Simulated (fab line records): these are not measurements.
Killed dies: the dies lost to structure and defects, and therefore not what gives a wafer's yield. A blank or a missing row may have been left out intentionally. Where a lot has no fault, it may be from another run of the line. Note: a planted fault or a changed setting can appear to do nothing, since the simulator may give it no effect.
Commonality check across tools | flow gf180mcu | 13 lots and 45 wafers in the sample

## WHY THIS WAS OPENED
Of 13 lots, 2 have the reading NWELL_RS flagged at GF_VT_IMPLANT_RS_MEAS_47. No-fault wafers: 488.3 ohm/sq, standard deviation 1.4.
Rule: flag the lot when none of its wafers has a number, or when each of its wafers that has one lies beyond 4 standard deviations from that mean. As for the other lots, they are considered sound.

lot  | measured     | on            | NWELL_RS (ohm/sq), wafer by wafer   | flag
L547 | day 7 14:01  | film_metro-01 | 488.7 488.0 488.6                   |
L548 | day 7 20:13  | film_metro-04 | 488.4 488.2 488.5                   |
L549 | day 8 01:48  | film_metro-02 | 489.7 489.2 490.0                   |
L550 | day 8 09:59  | film_metro-04 | 487.4 487.2 487.7                   |
L551 | day 8 17:26  | film_metro-04 | 491.1 489.9 489.4                   |
L554 | day 9 13:21  | film_metro-01 | 476.5 476.6 477.9 475.9 476.2 477.3 | FLAGGED
L556 | day 10 03:41 | film_metro-02 | 474.9 476.8 476.5 475.2 475.8 475.2 | FLAGGED
L558 | day 10 16:25 | film_metro-02 | 489.9 487.5 489.5                   |
L562 | day 11 17:28 | film_metro-04 | 488.5 488.2 488.8                   |
L565 | day 12 12:26 | film_metro-04 | 487.9 487.3 488.9                   |
L566 | day 12 22:05 | film_metro-01 | 485.9 486.8 489.4                   |
L567 | day 13 05:41 | film_metro-01 | 484.3 485.5 485.7                   |
L570 | day 14 06:27 | film_metro-01 | 485.4 486.3 485.7                   |
On average the flagged lots' numbers are 476.2 ohm/sq, which is -12.1 ohm/sq against the usual, or -9 standard deviations.

## EACH LOT AND THE TOOL IT RAN ON
The record holds 2 process steps before the reading, out of a route of 602 steps. Every cell lists first the tool, next ch and the chambers used by the sampled wafers, and last the start.
lot  | flag    | GF_STI_CMP_25                | GF_NWELL_IMPLANT_08
L547 |         | cmp-01 ch 0,1,2, day 2 04:41 | implanter-01 ch 0, day 3 07:20
L548 |         | cmp-01 ch 0,2, day 2 08:49   | implanter-04 ch 0, day 3 12:51
L549 |         | cmp-02 ch 2,3, day 2 13:39   | implanter-02 ch 0, day 3 17:31
L550 |         | cmp-01 ch 0,1,2, day 2 19:15 | implanter-01 ch 0, day 4 00:26
L551 |         | cmp-02 ch 0,1,3, day 3 00:41 | implanter-02 ch 0, day 4 04:55
L554 | FLAGGED | cmp-01 ch 0,1,3, day 3 16:38 | implanter-02 ch 0, day 4 22:46
L556 | FLAGGED | cmp-02 ch 0,1,3, day 4 02:05 | implanter-02 ch 0, day 5 08:10
L558 |         | cmp-02 ch 0,1,2, day 4 12:26 | implanter-04 ch 0, day 5 20:44
L562 |         | cmp-02 ch 0,1, day 5 09:15   | implanter-04 ch 0, day 6 17:29
L565 |         | cmp-02 ch 1,2,3, day 6 01:17 | implanter-04 ch 0, day 7 10:01
L566 |         | cmp-02 ch 0,1,3, day 6 06:29 | implanter-04 ch 0, day 7 15:19
L567 |         | cmp-01 ch 0,1, day 6 11:44   | implanter-04 ch 0, day 7 22:01
L570 |         | cmp-02 ch 0,1,3, day 7 06:36 | implanter-01 ch 0, day 8 18:37
What the steps here do:
- GF_STI_CMP_25: polishes, stops on Si3N4, t overpolish 33 s, target thk 524.6 nm.
- GF_NWELL_IMPLANT_08
- GF_VT_IMPLANT_RS_MEAS_47: measures by four-point-probe.

## FLAGGED OVER TOTAL, TOOL BY TOOL (the gauges that took the reading come last)
step                     | tool          | lots run | flagged | share of the flagged lots | sound lots run after its first flagged lot
GF_STI_CMP_25            | cmp-01        | 5        | 1       | some                      | 1 (L567)
GF_STI_CMP_25            | cmp-02        | 8        | 1       | some                      | 5 (L558,L562,L565,L566,L570)
GF_NWELL_IMPLANT_08      | implanter-01  | 3        | 0       | none                      | -
GF_NWELL_IMPLANT_08      | implanter-02  | 4        | 2       | all                       | 0
GF_NWELL_IMPLANT_08      | implanter-04  | 6        | 0       | none                      | -
GF_VT_IMPLANT_RS_MEAS_47 | film_metro-01 | 5        | 1       | some                      | 3 (L566,L567,L570)
GF_VT_IMPLANT_RS_MEAS_47 | film_metro-02 | 3        | 1       | some                      | 1 (L558)
GF_VT_IMPLANT_RS_MEAS_47 | film_metro-04 | 5        | 0       | none                      | -

## THE TABLE: WHAT IT ALLOWS
All flagged lots share 1 row of the table, namely implanter-02 at GF_NWELL_IMPLANT_08.
- implanter-02 at GF_NWELL_IMPLANT_08: 2 of its 4 lots flagged. It ran its last sound lot, L551, at day 4 04:55 and its first flagged lot, L554, at day 4 22:46: a fault with its onset between the two fits. Its own readings lie more than 4 standard deviations out on every wafer of the flagged lots: beam_energy_keV.
Just one tool remains: implanter-02 at GF_NWELL_IMPLANT_08.

## WHAT WAS PUT IN BY THE SIMULATOR
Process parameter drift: implanter-02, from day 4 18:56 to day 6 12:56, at GF_NWELL_IMPLANT_08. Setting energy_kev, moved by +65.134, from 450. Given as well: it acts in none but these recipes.
Shown lots that were struck: L554, L556. This agrees with what the rule above found.
